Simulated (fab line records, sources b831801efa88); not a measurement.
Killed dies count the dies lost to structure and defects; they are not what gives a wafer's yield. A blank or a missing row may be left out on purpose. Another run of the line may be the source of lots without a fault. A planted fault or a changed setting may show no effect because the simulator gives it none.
A lot that was struck, set against a sound lot ; flow gf180mcu ; 37 out of 602 route steps
Sound: wafers L249.1, L249.3, L249.5. Wafers struck: L258.3, L258.5, L258.6. The cause comes at the end.
For every step that has rows: the tool of each side, followed by ch and its chambers, followed by its first start. Under that, the readings that differ: sound wafers ; struck wafers ; difference of the means ; sigmas: that difference in standard deviations of wafers without a fault.
alike: words and numbers the same on both sides, and readings whose means are apart by under 2 such deviations; not compared: readings that were withheld, readings missing a value for some wafer, numbers with overlapping values and no deviation given by the record, and bounds like >300 which may hide the same value.
A row with sigmas, a row that says differs or no value, or rows on one side alone: a step with any of these is where the two part. When numbers do not overlap yet have no deviation, they are printed without sigmas and do not part them. A reading that every wafer of one side lacks parts them only if that side has two wafers or more.

first, 2 steps without rows for these wafers: GF_M2_PEB_12 (peb time 90 s); GF_M2_DEVELOP_13 (develop time 60 s).
GF_M2_CD_MEAS_14: the cd target is 280 nm.
  sound on cd sem-02, day 20 06:22; struck on cd sem-01, day 23 09:58
  alike: cd nm
GF_M2_OVL_MEAS_15:
  sound on overlay-02, day 20 06:29; struck on overlay-02, day 23 10:03
  alike: M2_OVL
then, 5 steps without rows for these wafers: GF_M2_METAL_ETCH_16 (etches the open film in Cl2/BCl3, stops on SiO2, target depth 750.8 nm, time 125.1 s); GF_M2_STRIP_17 (strips in O2/N2); GF_M2_STRIP_18 (strips in post etch residue remover, time 1200 s); GF_M2_CLEAN_19 (cleans in DIW); GF_V2_CVD_00 (deposits SiO2, target thk 600 nm, time 100 s).
GF_V2_THK_MEAS_01:
  sound on film metro-04, day 20 07:16; struck on film metro-02, day 23 10:53
  alike: V2_CVD_00_THK
GF_V2_CVD_02: deposits SiO2 from TEOS, target thk 850 nm, time 94.851 s.
  sound on pecvd-04 ch 0,1, day 20 07:19; struck on pecvd-03 ch 0,2, day 23 10:55
  alike: heater power outer w, heater power w
GF_V2_THK_MEAS_03:
  sound on film metro-01, day 20 07:23; struck on film metro-01, day 23 11:01
  alike: V2_CVD_02_THK
GF_V2_CMP_04: polishes SiO2.
  sound on cmp-01 ch 1,3, day 20 07:30; struck on cmp-02 ch 0,1,2, day 23 11:09
reading;sound;struck;difference;sigmas
time to endpoint s (s);79 81 88;94 103 103;+17;+3
model.SiO2_of_V2_CVD_02.thk nm (nm);633 633.4 632.9;703.4 711 709.5;+74.9;
  alike: motor current A
GF_V2_BOW_MEAS_05:
  sound on film metro-02, day 20 07:45; struck on film metro-04, day 23 11:23
  alike: V2_BOW
then, 8 steps without rows for these wafers: GF_V2_DEHYDRATE_06 (time 60 s); GF_V2_HMDS_07 (prime time 60 s); GF_V2_COAT_08; GF_V2_COAT_09 (resist thk 1000 nm); GF_V2_SOFTBAKE_10 (time 60 s); GF_V2_EXPOSE_11 (exposes mask Via2, target cd 260 nm); GF_V2_PEB_12 (peb time 90 s); GF_V2_DEVELOP_13 (develop time 60 s).
GF_V2_CD_MEAS_14: the cd target is 260 nm.
  sound on cd sem-01, day 21 07:27; struck on cd sem-01, day 24 09:44
  alike: cd nm
GF_V2_OVL_MEAS_15:
  sound on overlay-01, day 21 07:34; struck on overlay-01, day 24 09:50
  alike: V2_OVL
GF_V2_ETCH_16: etches BARC in N2/H2.
  sound on rie diel-01 ch 0,1,3, day 21 07:37; struck on rie diel-02 ch 0,1,2, day 24 09:52
  alike: drypump motor current A, oes product au, throttle valve pct
GF_V2_ETCH_17: etches SiO2 in C4F8/O2/Ar, stops on TiN, target depth 630 nm.
  sound: rie diel-01 ch 0,1,3; struck: rie diel-02 ch 0,1,2
reading;sound;struck;difference;sigmas
oes product au (a.u.);0.860 0.855 0.855;0.909 0.917 0.915;+0.057;+13
model.V2.feature depth nm (nm);633 633.4 632.9;703.4 711 709.5;+74.9;
model.etch.depth nm (nm);633 633.4 632.9;703.4 711 709.5;+74.9;
GF_V2_STRIP_18: strips in O2/N2.
  sound on plasma asher-04 ch 0,1, day 21 07:44; struck on plasma asher-01 ch 0,1, day 24 10:01
reading;sound;struck;difference;sigmas
heater power w (W);355 351 344;281 300 276;-64;-2
  alike: drypump motor current A, oes product au
  not compared: rf hours counter h
then, 4 steps without rows for these wafers: GF_V2_STRIP_19 (strips in post etch residue remover, time 1200 s); GF_V2_CLEAN_20 (cleans in DIW); GF_V2_SPUTTER_21 (material Ti, target thk 15 nm, time 80.02 s); GF_V2_SPUTTER_22 (material TiN, target thk 10 nm, time 40 s).
GF_V2_CVD_23: deposits W, target thk 350 nm, time 104.94 s.
  sound on cvd w-02 ch 1, day 21 08:22; struck on cvd w-01 ch 0,1, day 24 10:40
  alike: heater power outer w, heater power w
GF_V2_RS_MEAS_24: uses a four-point probe to measure.
  sound on film metro-01, day 21 08:29; struck on film metro-01, day 24 10:46
  alike: V2_W_RS
GF_V2_THK_MEAS_25: measures by xrf.
  sound on film metro-01, day 21 08:36; struck on film metro-01, day 24 10:52
  alike: V2_W_THK
GF_V2_CMP_26: polishes, stops on SiO2, t overpolish 15 s, target thk 0 nm.
  sound on cmp-01 ch 0,1,3, day 21 08:40; struck on cmp-01 ch 0,1, day 24 10:55
reading;sound;struck;difference;sigmas
model.SiO2_of_V2_CVD_02.thk nm (nm);629.2 629.6 629.2;699.6 707.2 705.8;+74.9;
  alike: motor current A
GF_M3_SPUTTER_00: material Ti, target thk 37.5 nm, time 150 s.
  sound on pvd sputter-01, day 21 08:58; struck on pvd sputter-01, day 24 11:13
  alike: chamber pressure pa, throttle valve pct
then, 1 step without rows for these wafers: GF_PASSIVATION_PROBE_99.

WHERE THEY PART
Earliest at GF_V2_CMP_04; latest, in this record, at GF_V2_STRIP_18. Later steps at which nothing parts them and some readings are alike: GF_V2_CVD_23, GF_V2_RS_MEAS_24, GF_V2_THK_MEAS_25, GF_V2_CMP_26, GF_M3_SPUTTER_00.

WHY: whatever the simulator had introduced
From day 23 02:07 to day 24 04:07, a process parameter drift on cmp-02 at GF_V2_CMP_04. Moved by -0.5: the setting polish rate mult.
